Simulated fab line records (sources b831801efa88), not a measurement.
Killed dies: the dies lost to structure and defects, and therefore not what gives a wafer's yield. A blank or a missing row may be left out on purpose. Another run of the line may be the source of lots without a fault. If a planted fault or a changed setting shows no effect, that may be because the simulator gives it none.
fab line records | flow sfq_line
record lots=7 | wafers=20 | last_day=82
route steps=325 shown I3@147 M4@148
lots with no fault: from the same line, run without faults
start_h: the number of hours between the record's first day and the start of the first shown wafer of the lot | wait_h: hours since the lot's step before | " repeats the value in the row above | L1.1+2: several wafers, shown together as one row | - value missing, or start not given | * or withheld: withheld | < > ~ a bound
route shown NAME@n: names a module that has steps shown in the file, with the first one's number in the route | usual: mean and standard deviation over wafers with no fault | same: alike in all rows | chamber/n: place in a boat | sites: per-site readings | _std_site: standard deviation of those values | _edge_site: the outer-site mean with the inner-site mean subtracted | radius_mm: for every site, how far away it sits from the centre of the wafer | mask NAME#n: copy n | behind: the most recent tool/chamber to have shaped the wafer | hold: reason for holding the lot/hours on hold/outcome of the hold | device: names the non-switching transistor (n, p or np) | end of line: tests run on the same wafers once the route is complete | a step with no rows: only its recipe | killed: count of dies lost to structure and defects at first sort (not the wafer's yield) | map: the dies of a wafer, with x for killed, . for not killed, _ for no die there
set.NAME: the setting the step ran with; set.NAME@STEP: the setting that earlier step ran with | model.NAME: the simulator's own value behind a step, which no gauge read
lots seen at some steps along the route; tables by step, rows by wafer
services: when a tool's chamber went out of use (start_h, in hours from the record's first day, below 0 if earlier), for how many hours, and the reason
## steps
# step SFQ_TRILAYER_I3_VIA_STRIP_SOLV_CLEAN_090
# recipe chemistry=NMP | temp_c=70 | time_s=600
# step SFQ_TRILAYER_M4_DEP_PRE_CLEAN_092
# recipe gas=Ar | time_s=22.5 | bias_v=250
# step SFQ_TRILAYER_M4_DEP_SPUTTER_091
# recipe material=Nb | base_pressure_pa=1.33e-06 | chamber_pressure_pa=0.1333 | substrate_temp_c=20 | resputter_cathode_voltage_v=400 | target_thk_nm=200 | power_w=2000 | time_s=133.3
# usual throttle_valve_pct=30.4/0.99
lot.wafer | tool           | chamber | start_h | wait_h | throttle_valve_pct
L331.1    | pvd_sputter-04 | -       | 863.95  | 0.0    | 29.2
L331.2    | "              | -       | "       | "      | 30.8
L331.5    | "              | -       | "       | "      | 31.1
L335.1    | pvd_sputter-03 | -       | 995.70  | 0.0    | 31.2
L335.4    | "              | -       | "       | "      | 29.4
L335.5    | "              | -       | "       | "      | 29.9
L336.1    | pvd_sputter-04 | -       | 998.10  | 0.0    | 31.0
L336.5    | "              | -       | "       | "      | 30.5
L336.6    | "              | -       | "       | "      | 30.6
L337.1    | pvd_sputter-03 | -       | 1000.41 | 0.0    | 30.9
L337.2    | "              | -       | "       | "      | 30.0
L337.3    | "              | -       | "       | "      | 29.2
L338.2    | pvd_sputter-04 | -       | 1001.61 | 0.0    | 31.1
L338.5    | "              | -       | "       | "      | 30.8
L350.1    | pvd_sputter-06 | -       | 1325.57 | 0.0    | 28.8
L350.3    | "              | -       | "       | "      | 30.1
L350.5    | "              | -       | "       | "      | 31.0
L351.1    | pvd_sputter-03 | -       | 1327.97 | 0.0    | 31.0
L351.5    | "              | -       | "       | "      | 32.2
L351.6    | "              | -       | "       | "      | 29.6
# step SFQ_M4_RS_MEAS_924
# recipe thk_meas_gauge=four-point-probe | reads=Nb_of_TRILAYER_M4_DEP_SPUTTER_091
# usual M4_NB_RS=0.891/0.0086
lot.wafer | tool          | chamber | start_h | wait_h | M4_NB_RS[ohm/sq]
L331.1    | film_metro-02 | -       | 864.04  | 0.0    | 0.901
L331.2    | "             | -       | "       | "      | 0.896
L331.5    | "             | -       | "       | "      | 0.900
L335.1    | film_metro-02 | -       | 995.79  | 0.0    | 0.898
L335.4    | "             | -       | "       | "      | 0.893
L335.5    | "             | -       | "       | "      | 0.897
L336.1    | film_metro-02 | -       | 998.19  | 0.0    | 0.892
L336.5    | "             | -       | "       | "      | 0.890
L336.6    | "             | -       | "       | "      | 0.883
L337.1    | film_metro-02 | -       | 1000.51 | 0.0    | 0.882
L337.2    | "             | -       | "       | "      | 0.898
L337.3    | "             | -       | "       | "      | 0.882
L338.2    | film_metro-03 | -       | 1001.73 | 0.1    | 0.882
L338.5    | "             | -       | "       | "      | 0.880
L350.1    | film_metro-03 | -       | 1325.66 | 0.0    | 0.892
L350.3    | "             | -       | "       | "      | 0.892
L350.5    | "             | -       | "       | "      | 0.896
L351.1    | film_metro-03 | -       | 1328.06 | 0.0    | 0.906
L351.5    | "             | -       | "       | "      | 0.900
L351.6    | "             | -       | "       | "      | 0.905
# step SFQ_TRILAYER_M4_LITHO_COAT_098
# recipe resist=BARC | spin_rpm=3000 | resist_thk_nm=62
# step SFQ_TRILAYER_M4_LITHO_COAT_093
# recipe resist=KrF | spin_rpm=3000 | resist_thk_nm=600
# step SFQ_TRILAYER_M4_LITHO_SOFTBAKE_097
# recipe temp_c=withheld | time_s=withheld | resist=KrF
# step SFQ_TRILAYER_M4_LITHO_EXPOSE_094
# recipe mask_id=M4 | na=0.6 | source_shape=conventional | sigma_outer=0.65 | target_cd_nm=500 | dose_mj=14.4
# step SFQ_TRILAYER_M4_LITHO_PEB_096
# recipe peb_temp_c=115 | peb_time_s=60 | resist=KrF
# step SFQ_TRILAYER_M4_LITHO_DEVELOP_095
# recipe time_s=60 | resist=KrF
# step SFQ_M4_OVL_MEAS_926
# usual M4_OVL=-2/5.3
lot.wafer | tool       | chamber | start_h | wait_h | M4_OVL[nm]
L331.1    | overlay-02 | -       | 977.91  | 0.1    | -8
L331.2    | "          | -       | "       | "      | -4
L331.5    | "          | -       | "       | "      | -4
L335.1    | overlay-02 | -       | 998.22  | 0.1    | -5
L335.4    | "          | -       | "       | "      | -6
L335.5    | "          | -       | "       | "      | -5
L336.1    | overlay-02 | -       | 1003.02 | 0.1    | -9
L336.5    | "          | -       | "       | "      | -7
L336.6    | "          | -       | "       | "      | -3
L337.1    | overlay-02 | -       | 1004.22 | 0.1    | 9
L337.2    | "          | -       | "       | "      | 2
L337.3    | "          | -       | "       | "      | 3
L338.2    | overlay-02 | -       | 1005.43 | 0.1    | -4
L338.5    | "          | -       | "       | "      | 0
L350.1    | overlay-02 | -       | 1336.04 | 0.1    | -15
L350.3    | "          | -       | "       | "      | -10
L350.5    | "          | -       | "       | "      | -14
L351.1    | overlay-02 | -       | 1338.44 | 0.1    | -2
L351.5    | "          | -       | "       | "      | 2
L351.6    | "          | -       | "       | "      | -1
# step SFQ_TRILAYER_M4_BARC_OPEN_METAL_ETCH_123
# recipe mask_material=PR | chemistry=O2 | target_depth_nm=125 | target=BARC | icp_w=600 | bias_w=80 | pressure_mtorr=10 | time_s=41.7
# usual bias_w=80.06/0.21 | drypump_motor_current_A=5.4/0.54 | oes_product_au=0.685/0.0047
lot.wafer | tool         | chamber | start_h | wait_h | bias_w | drypump_motor_current_A | oes_product_au | rf_hours_counter_h | model.KrF_of_TRILAYER_M4_LITHO_COAT_093.thk_nm
L331.1    | rie_metal-03 | 1       | 977.94  | 0.0    | 80.31  | 5.0                     | 0.680          | 113                | 523.4
L331.2    | "            | 0       | "       | "      | 80.22  | 6.0                     | 0.687          | 80                 | 524.4
L331.5    | "            | 0       | "       | "      | 80.15  | 6.1                     | 0.687          | -                  | 523.6
L335.1    | rie_metal-04 | 1       | 998.26  | 0.0    | 80.11  | 5.0                     | 0.681          | 68                 | 522.1
L335.4    | "            | 1       | "       | "      | 80.19  | 5.0                     | 0.679          | -                  | 522.8
L335.5    | "            | 0       | "       | "      | 80.41  | 5.2                     | 0.689          | -                  | 520.2
L336.1    | rie_metal-04 | 0       | 1003.06 | 0.0    | 79.89  | 5.2                     | 0.687          | 3                  | 529.3
L336.5    | "            | 0       | "       | "      | 80.06  | 5.2                     | 0.686          | -                  | 527.5
L336.6    | "            | 1       | "       | "      | 80.06  | 5.0                     | 0.685          | -                  | 523
L337.1    | rie_metal-04 | 1       | 1004.26 | 0.0    | 79.91  | 5.0                     | 0.678          | 69                 | 526
L337.2    | "            | 0       | "       | "      | 80.31  | 5.3                     | 0.678          | 3                  | 520.3
L337.3    | "            | 1       | "       | "      | 80.31  | 5.0                     | 0.676          | -                  | 520.6
L338.2    | rie_metal-04 | 0       | 1005.46 | 0.0    | 79.94  | 5.3                     | 0.692          | 4                  | 521.5
L338.5    | "            | 0       | "       | "      | 80.05  | 5.3                     | 0.684          | -                  | 529.4
L350.1    | rie_metal-04 | 1       | 1336.08 | 0.0    | 79.84  | 5.0                     | 0.684          | 120                | 523.2
L350.3    | "            | 0       | "       | "      | 80.09  | 5.3                     | 0.691          | -                  | 522.5
L350.5    | "            | 1       | "       | "      | 79.85  | 5.0                     | 0.683          | -                  | 521.7
L351.1    | rie_metal-04 | 0       | 1338.48 | 0.0    | 80.27  | 5.2                     | 0.685          | 52                 | 522.2
L351.5    | "            | 0       | "       | "      | 80.36  | 5.3                     | 0.681          | -                  | 520.5
L351.6    | "            | 1       | "       | "      | 80.02  | 5.0                     | 0.683          | -                  | 521.3
# step SFQ_TRILAYER_M4_ETCH_METAL_ETCH_096
# recipe target=Nb | stop_on=SiO2 | mask_material=PR | chemistry=Cl2/Ar | target_depth_nm=240 | icp_w=600 | bias_w=80 | pressure_mtorr=10 | time_s=120
# usual bias_w=79.97/0.21 | drypump_motor_current_A=5.4/0.54 | oes_product_au=0.894/0.0068
lot.wafer | tool         | chamber | start_h | wait_h | bias_w | drypump_motor_current_A | oes_product_au | rf_hours_counter_h | model.KrF_of_TRILAYER_M4_LITHO_COAT_093.thk_nm
L331.1    | rie_metal-03 | 1       | 978.00  | 0.0    | 80.40  | 4.9                     | 0.886          | 113                | 382.6
L331.2    | "            | 0       | "       | "      | 80.32  | 6.1                     | 0.892          | 80                 | 383.2
L331.5    | "            | 0       | "       | "      | 79.88  | 6.1                     | 0.886          | -                  | 383.7
L335.1    | rie_metal-04 | 1       | 998.32  | 0.0    | 79.82  | 5.0                     | 0.892          | 68                 | 378.2
L335.4    | "            | 1       | "       | "      | 79.95  | 5.0                     | 0.892          | -                  | 379.9
L335.5    | "            | 0       | "       | "      | 80.07  | 5.3                     | 0.885          | -                  | 374.9
L336.1    | rie_metal-04 | 0       | 1003.12 | 0.0    | 79.88  | 5.3                     | 0.893          | 3                  | 384.6
L336.5    | "            | 0       | "       | "      | 79.70  | 5.2                     | 0.905          | -                  | 385
L336.6    | "            | 1       | "       | "      | 79.77  | 5.0                     | 0.892          | -                  | 381.3
L337.1    | rie_metal-04 | 1       | 1004.32 | 0.0    | 79.90  | 5.0                     | 0.901          | 69                 | 384.2
L337.2    | "            | 0       | "       | "      | 79.69  | 5.2                     | 0.887          | 3                  | 376.8
L337.3    | "            | 1       | "       | "      | 79.79  | 5.0                     | 0.897          | -                  | 378.5
L338.2    | rie_metal-04 | 0       | 1005.52 | 0.0    | 80.03  | 5.3                     | 0.903          | 4                  | 376
L338.5    | "            | 0       | "       | "      | 79.93  | 5.3                     | 0.904          | -                  | 385.5
L350.1    | rie_metal-04 | 1       | 1336.14 | 0.0    | 80.07  | 5.0                     | 0.899          | 120                | 379.4
L350.3    | "            | 0       | "       | "      | 80.14  | 5.3                     | 0.892          | -                  | 377.8
L350.5    | "            | 1       | "       | "      | 79.91  | 5.0                     | 0.891          | -                  | 379.2
L351.1    | rie_metal-04 | 0       | 1338.54 | 0.0    | 80.03  | 5.3                     | 0.889          | 52                 | 377.1
L351.5    | "            | 0       | "       | "      | 79.82  | 5.3                     | 0.880          | -                  | 375.6
L351.6    | "            | 1       | "       | "      | 80.17  | 5.0                     | 0.883          | -                  | 379.6
# step SFQ_TRILAYER_M4_STRIP_STRIP_097
# recipe gas=O2 | power_w=200 | platen_temp_c=40 | overash_fraction=0.65 | chemistry=O2 | pressure_mtorr=50
# usual drypump_motor_current_A=5.4/0.54 | oes_product_au=1.003/0.0073
lot.wafer | tool         | chamber | start_h | wait_h | drypump_motor_current_A | oes_product_au | rf_hours_counter_h
L331.1    | rie_metal-03 | 1       | 978.13  | 0.1    | 4.9                     | 1.004          | 113
L331.2    | "            | 0       | "       | "      | 6.0                     | 0.996          | 80
L331.5    | "            | 0       | "       | "      | 6.0                     | 1.002          | -
L335.1    | rie_metal-04 | 1       | 998.44  | 0.1    | 5.0                     | 0.997          | 68
L335.4    | "            | 1       | "       | "      | 5.0                     | 0.993          | -
L335.5    | "            | 0       | "       | "      | 5.3                     | 0.993          | -
L336.1    | rie_metal-04 | 0       | 1003.24 | 0.1    | 5.3                     | 1.013          | 3
L336.5    | "            | 0       | "       | "      | 5.3                     | 1.019          | -
L336.6    | "            | 1       | "       | "      | 5.0                     | 1.008          | -
L337.1    | rie_metal-04 | 1       | 1004.44 | 0.1    | 5.0                     | 0.999          | 69
L337.2    | "            | 0       | "       | "      | 5.2                     | 1.005          | 3
L337.3    | "            | 1       | "       | "      | 5.0                     | 1.010          | -
L338.2    | rie_metal-04 | 0       | 1005.64 | 0.1    | 5.3                     | 0.995          | 4
L338.5    | "            | 0       | "       | "      | 5.3                     | 1.003          | -
L350.1    | rie_metal-04 | 1       | 1336.26 | 0.1    | 5.0                     | 1.005          | 120
L350.3    | "            | 0       | "       | "      | 5.2                     | 1.008          | -
L350.5    | "            | 1       | "       | "      | 5.0                     | 1.005          | -
L351.1    | rie_metal-04 | 0       | 1338.66 | 0.1    | 5.3                     | 1.017          | 52
L351.5    | "            | 0       | "       | "      | 5.3                     | 1.009          | -
L351.6    | "            | 1       | "       | "      | 5.0                     | 0.997          | -
## services
tool           | chamber | start_h | hours | kind
pvd_sputter-03 | -       | 864.23  | 9.0   | repair
rie_metal-03   | 0       | 878.83  | 2.5   | repair
rie_metal-03   | -       | 882.87  | 0.7   | repair
pvd_sputter-06 | -       | 903.01  | 3.6   | repair
rie_metal-04   | 1       | 931.34  | 13.9  | repair
pvd_sputter-03 | -       | 944.57  | 3.2   | repair
rie_metal-04   | 0       | 962.29  | -     | clean
pvd_sputter-03 | -       | 980.36  | 2.0   | repair
rie_metal-04   | 0       | 1010.97 | 14.9  | repair
pvd_sputter-03 | -       | 1029.21 | 3.7   | repair
rie_metal-04   | -       | 1031.18 | 2.8   | pm
pvd_sputter-03 | -       | 1035.27 | 3.1   | repair
pvd_sputter-04 | -       | 1053.83 | 7.1   | repair
pvd_sputter-06 | -       | 1083.72 | 1.4   | repair
pvd_sputter-06 | -       | 1092.58 | 38.4  | repair
pvd_sputter-04 | -       | 1133.10 | 3.7   | repair
pvd_sputter-03 | -       | 1164.80 | 2.4   | repair
rie_metal-03   | -       | 1216.44 | 2.8   | pm
rie_metal-03   | 0       | 1267.37 | 15.5  | repair
pvd_sputter-04 | -       | 1268.13 | 8.5   | repair
pvd_sputter-04 | -       | 1315.85 | 1.5   | repair
pvd_sputter-04 | -       | 1318.17 | 110.0 | repair
pvd_sputter-04 | -       | 1320.65 | 2.2   | repair
pvd_sputter-03 | -       | 1322.28 | 1.7   | repair
## key
first_sign none at tools or gauges
model_effect step=SFQ_TRILAYER_M4_BARC_OPEN_METAL_ETCH_123 | value=KrF_of_TRILAYER_M4_LITHO_COAT_093.thk_nm | without=522.9 | struck=528
model_effect step=SFQ_TRILAYER_M4_ETCH_METAL_ETCH_096 | value=KrF_of_TRILAYER_M4_LITHO_COAT_093.thk_nm | without=379.7 | struck=384.8
met_at SFQ_TRILAYER_M4_BARC_OPEN_METAL_ETCH_123
struck_wafers L336.1,L336.5,L337.1,L338.5
onset_between 998.26 1003.06
fault kind=process_parameter_drift | tool=rie_metal-04 | chamber=- | onset_h=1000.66 | steps=SFQ_TRILAYER_M4_BARC_OPEN_METAL_ETCH_123 | channel=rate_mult | offset=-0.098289 | shape=step | end_h=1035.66 | scope=struck_wafers_only
